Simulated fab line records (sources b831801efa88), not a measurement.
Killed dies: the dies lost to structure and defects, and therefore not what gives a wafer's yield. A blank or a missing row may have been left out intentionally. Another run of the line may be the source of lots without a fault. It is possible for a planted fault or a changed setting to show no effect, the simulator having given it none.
Matching of chambers + flow sfq-line + SFQ_TRILAYER_I3_DEP_PECVD_081 on pecvd-02: 3 sister chambers
The step deposits SiO2 from SiH4/N2O, time 111.11 s, target thk 500 nm. 16 wafers are shown with their chamber, then 8 later ones without.

WAFERS WITH THEIR CHAMBER
| wafer  | chamber | throttle-valve-pct (%) | heater-power-w (W) |
|--------|---------|------------------------|--------------------|
| L376.1 | 2       | 24.9                   | 95                 |
| L376.5 | 0       | 22.9                   | 104                |
| L376.6 | 2       | 24.8                   | 98                 |
| L378.3 | 2       | 24.9                   | 99                 |
| L378.4 | 1       | 23.4                   | 98                 |
| L378.6 | 0       | 23.2                   | 86                 |
| L379.1 | 0       | 23.3                   | 96                 |
| L379.3 | 1       | 23.1                   | 97                 |
| L379.4 | 1       | 23.0                   | 99                 |
| L383.2 | 0       | 23.2                   | 91                 |
| L383.3 | 1       | 23.2                   | 95                 |
| L383.5 | 0       | 23.1                   | 96                 |
| L389.1 | 1       | 23.5                   | 93                 |
| L389.2 | 0       | 23.1                   | 89                 |
| L389.5 | 0       | 23.1                   | 92                 |
| L392.1 | 2       | 25.7                   | 93                 |

SIGNATURES (averages over the wafers above)
| reading            | chamber 0 | chamber 1 | chamber 2 | scatter within a chamber |
|--------------------|-----------|-----------|-----------|--------------------------|
| throttle-valve-pct | 23.129    | 23.240    | 25.075    | 0.247                    |
| heater-power-w     | 93.43     | 96.40     | 96.25     | 4.42                     |
Rule: distance of a wafer from a chamber = root of the sum over the readings of ((wafer's reading minus chamber's mean) / reading's scatter) squared. If the next closest chamber is less than 2 further off than the closest, the wafer can't be placed; otherwise it belongs to the closest. The scatter: take each reading less its chamber's mean, square it, sum over the shown wafers, divide by the number of wafers less the number of chambers, and take the root.

WAFERS WITHOUT THEIR CHAMBER
| wafer  | throttle-valve-pct (%) | heater-power-w (W) |
|--------|------------------------|--------------------|
| L392.2 | 23.4                   | 89                 |
| L392.6 | 23.3                   | 94                 |
| L393.4 | 25.8                   | 102                |
| L393.5 | 23.4                   | 85                 |
| L393.6 | 23.0                   | 101                |
| L396.2 | 23.3                   | 101                |
| L396.3 | 23.5                   | 102                |
| L396.5 | 25.8                   | 102                |

EACH ONE'S CHAMBER
| wafer  | from the rows above     | in truth |
|--------|-------------------------|----------|
| L392.2 | can't be placed: 0 or 1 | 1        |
| L392.6 | can't be placed: 1 or 0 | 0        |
| L393.4 | 2                       | 2        |
| L393.5 | can't be placed: 0 or 1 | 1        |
| L393.6 | can't be placed: 1 or 0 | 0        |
| L396.2 | can't be placed: 1 or 0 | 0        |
| L396.3 | can't be placed: 1 or 0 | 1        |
| L396.5 | 2                       | 2        |
2 of 8 placed correctly. Not placeable from these rows: 6 (in 6, the candidates include the true chamber). Number placed wrongly: 0.
